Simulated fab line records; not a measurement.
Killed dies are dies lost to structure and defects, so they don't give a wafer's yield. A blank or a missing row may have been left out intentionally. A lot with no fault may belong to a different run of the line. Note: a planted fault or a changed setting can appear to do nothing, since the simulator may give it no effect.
What tool caused it? || flow sky130 || 15 lots, 45 wafers sampled, at 2 steps of a route of 708

WHAT THE GAUGES READ, wafer by wafer
SKY_VIA3_CD_MEAS_12: the cd target is 200 nm. Usual: cdNm reads 200.4 nm (standard deviation 1.3).
{"lot": "L615", "measured": "day 40 19:49", "on": "cdSem-01", "cdNm (nm)": "200.9 200.4 200.4", "flag": ""}
{"lot": "L616", "measured": "day 40 23:02", "on": "cdSem-01", "cdNm (nm)": "199.7 200.0 199.3", "flag": ""}
{"lot": "L619", "measured": "day 41 11:01", "on": "cdSem-02", "cdNm (nm)": "199.7 201.9 202.8", "flag": ""}
{"lot": "L618", "measured": "day 41 11:26", "on": "cdSem-01", "cdNm (nm)": "201.4 200.7 202.0", "flag": ""}
{"lot": "L620", "measured": "day 42 03:02", "on": "cdSem-02", "cdNm (nm)": "201.3 199.7 199.6", "flag": ""}
{"lot": "L621", "measured": "day 42 06:09", "on": "cdSem-02", "cdNm (nm)": "198.7 199.8 200.1", "flag": ""}
{"lot": "L623", "measured": "day 42 19:22", "on": "cdSem-02", "cdNm (nm)": "202.3 203.4 201.9", "flag": ""}
{"lot": "L626", "measured": "day 43 07:34", "on": "cdSem-01", "cdNm (nm)": "201.0 201.2 202.0", "flag": ""}
{"lot": "L628", "measured": "day 44 12:14", "on": "cdSem-02", "cdNm (nm)": "198.5 198.4 199.4", "flag": ""}
{"lot": "L629", "measured": "day 44 15:44", "on": "cdSem-02", "cdNm (nm)": "199.9 198.8 199.0", "flag": ""}
{"lot": "L630", "measured": "day 44 21:07", "on": "cdSem-01", "cdNm (nm)": "198.9 198.8 199.3", "flag": ""}
{"lot": "L633", "measured": "day 46 05:11", "on": "cdSem-01", "cdNm (nm)": "200.7 200.4 199.8", "flag": ""}
{"lot": "L635", "measured": "day 46 11:18", "on": "cdSem-02", "cdNm (nm)": "201.9 200.8 200.0", "flag": ""}
{"lot": "L634", "measured": "day 46 12:47", "on": "cdSem-02", "cdNm (nm)": "200.8 199.8 199.5", "flag": ""}
{"lot": "L637", "measured": "day 46 16:51", "on": "cdSem-02", "cdNm (nm)": "197.6 198.3 199.6", "flag": ""}

WHICH TOOL RAN EACH LOT (tool, then ch and the chambers of the sampled wafers, then the start)
{"lot": "L615", "SKY_METAL3_DESCUM_15": "rieMetal-02 ch 1, day 39 16:57"}
{"lot": "L616", "SKY_METAL3_DESCUM_15": "rieMetal-01 ch 1, day 39 20:18"}
{"lot": "L619", "SKY_METAL3_DESCUM_15": "rieMetal-04 ch 0,1, day 40 08:39"}
{"lot": "L618", "SKY_METAL3_DESCUM_15": "rieMetal-02 ch 1, day 40 09:00"}
{"lot": "L620", "SKY_METAL3_DESCUM_15": "rieMetal-02 ch 0,1, day 41 01:26"}
{"lot": "L621", "SKY_METAL3_DESCUM_15": "rieMetal-02 ch 0,1, day 41 04:50"}
{"lot": "L623", "SKY_METAL3_DESCUM_15": "rieMetal-01 ch 0,1, day 41 16:44"}
{"lot": "L626", "SKY_METAL3_DESCUM_15": "rieMetal-01 ch 0,1, day 42 05:56"}
{"lot": "L628", "SKY_METAL3_DESCUM_15": "rieMetal-02 ch 0,1, day 43 11:57"}
{"lot": "L629", "SKY_METAL3_DESCUM_15": "rieMetal-04 ch 0,1, day 43 15:06"}
{"lot": "L630", "SKY_METAL3_DESCUM_15": "rieMetal-02 ch 0,1, day 43 20:34"}
{"lot": "L633", "SKY_METAL3_DESCUM_15": "rieMetal-04 ch 0, day 45 06:06"}
{"lot": "L635", "SKY_METAL3_DESCUM_15": "rieMetal-02 ch 0,1, day 45 11:11"}
{"lot": "L634", "SKY_METAL3_DESCUM_15": "rieMetal-01 ch 0,1, day 45 13:03"}
{"lot": "L637", "SKY_METAL3_DESCUM_15": "rieMetal-02 ch 0,1, day 45 17:28"}
- SKY_METAL3_DESCUM_15: chemistry O2, time 8 s.

WHAT THE TOOLS THEMSELVES READ (means of the sampled wafers that have a number; where no wafer has one, the mark that the record gives instead)
SKY_METAL3_DESCUM_15. Usual: drypumpMotorCurrentA 6.0 A, standard deviation 0.38; oesProductAu 0.996 a.u., standard deviation 0.013; rfFwdPowerW 147.0 W, standard deviation 0.7.
{"lot": "L615", "tool": "rieMetal-02", "drypumpMotorCurrentA (A)": 5.8, "oesProductAu (a.u.)": 1.011, "rfFwdPowerW (W)": 147.1, "flag": ""}
{"lot": "L616", "tool": "rieMetal-01", "drypumpMotorCurrentA (A)": 5.9, "oesProductAu (a.u.)": 1.008, "rfFwdPowerW (W)": 147.6, "flag": ""}
{"lot": "L619", "tool": "rieMetal-04", "drypumpMotorCurrentA (A)": 6.6, "oesProductAu (a.u.)": 1.012, "rfFwdPowerW (W)": 146.1, "flag": ""}
{"lot": "L618", "tool": "rieMetal-02", "drypumpMotorCurrentA (A)": 5.8, "oesProductAu (a.u.)": 1.006, "rfFwdPowerW (W)": 147.4, "flag": ""}
{"lot": "L620", "tool": "rieMetal-02", "drypumpMotorCurrentA (A)": 6.1, "oesProductAu (a.u.)": 0.994, "rfFwdPowerW (W)": 146.6, "flag": ""}
{"lot": "L621", "tool": "rieMetal-02", "drypumpMotorCurrentA (A)": 6.0, "oesProductAu (a.u.)": 0.992, "rfFwdPowerW (W)": 146.9, "flag": ""}
{"lot": "L623", "tool": "rieMetal-01", "drypumpMotorCurrentA (A)": 5.5, "oesProductAu (a.u.)": 0.992, "rfFwdPowerW (W)": 147.7, "flag": ""}
{"lot": "L626", "tool": "rieMetal-01", "drypumpMotorCurrentA (A)": 5.5, "oesProductAu (a.u.)": 0.997, "rfFwdPowerW (W)": 147.2, "flag": ""}
{"lot": "L628", "tool": "rieMetal-02", "drypumpMotorCurrentA (A)": 6.1, "oesProductAu (a.u.)": 0.993, "rfFwdPowerW (W)": 146.6, "flag": ""}
{"lot": "L629", "tool": "rieMetal-04", "drypumpMotorCurrentA (A)": 6.6, "oesProductAu (a.u.)": 1.004, "rfFwdPowerW (W)": 146.6, "flag": ""}
{"lot": "L630", "tool": "rieMetal-02", "drypumpMotorCurrentA (A)": 6.1, "oesProductAu (a.u.)": 0.988, "rfFwdPowerW (W)": 146.8, "flag": ""}
{"lot": "L633", "tool": "rieMetal-04", "drypumpMotorCurrentA (A)": 6.1, "oesProductAu (a.u.)": 1.011, "rfFwdPowerW (W)": 146.4, "flag": ""}
{"lot": "L635", "tool": "rieMetal-02", "drypumpMotorCurrentA (A)": 6.0, "oesProductAu (a.u.)": 0.992, "rfFwdPowerW (W)": 147.2, "flag": ""}
{"lot": "L634", "tool": "rieMetal-01", "drypumpMotorCurrentA (A)": 5.5, "oesProductAu (a.u.)": 0.990, "rfFwdPowerW (W)": 147.1, "flag": ""}
{"lot": "L637", "tool": "rieMetal-02", "drypumpMotorCurrentA (A)": 6.1, "oesProductAu (a.u.)": 0.992, "rfFwdPowerW (W)": 146.9, "flag": ""}

THE ANSWER, worked out from the rows above alone
Rule: a lot counts as off when the mean over its wafers that have a number is more than 3 standard deviations away from the usual mean. Also off: a lot with no number at a reading for which 4 or more lots have one. All remaining lots with rows at the step are treated as sound. Order of review: gauges by route order, followed by the tools' own readings, for which a lot's mean as printed above is used. At the first step where some lot is off, the reading lying furthest off is the one used; lots without a number count as furthest.
No lot is off on any of the readings shown, so nothing can be concluded from this.

WHAT THE SIMULATOR HAD PUT IN
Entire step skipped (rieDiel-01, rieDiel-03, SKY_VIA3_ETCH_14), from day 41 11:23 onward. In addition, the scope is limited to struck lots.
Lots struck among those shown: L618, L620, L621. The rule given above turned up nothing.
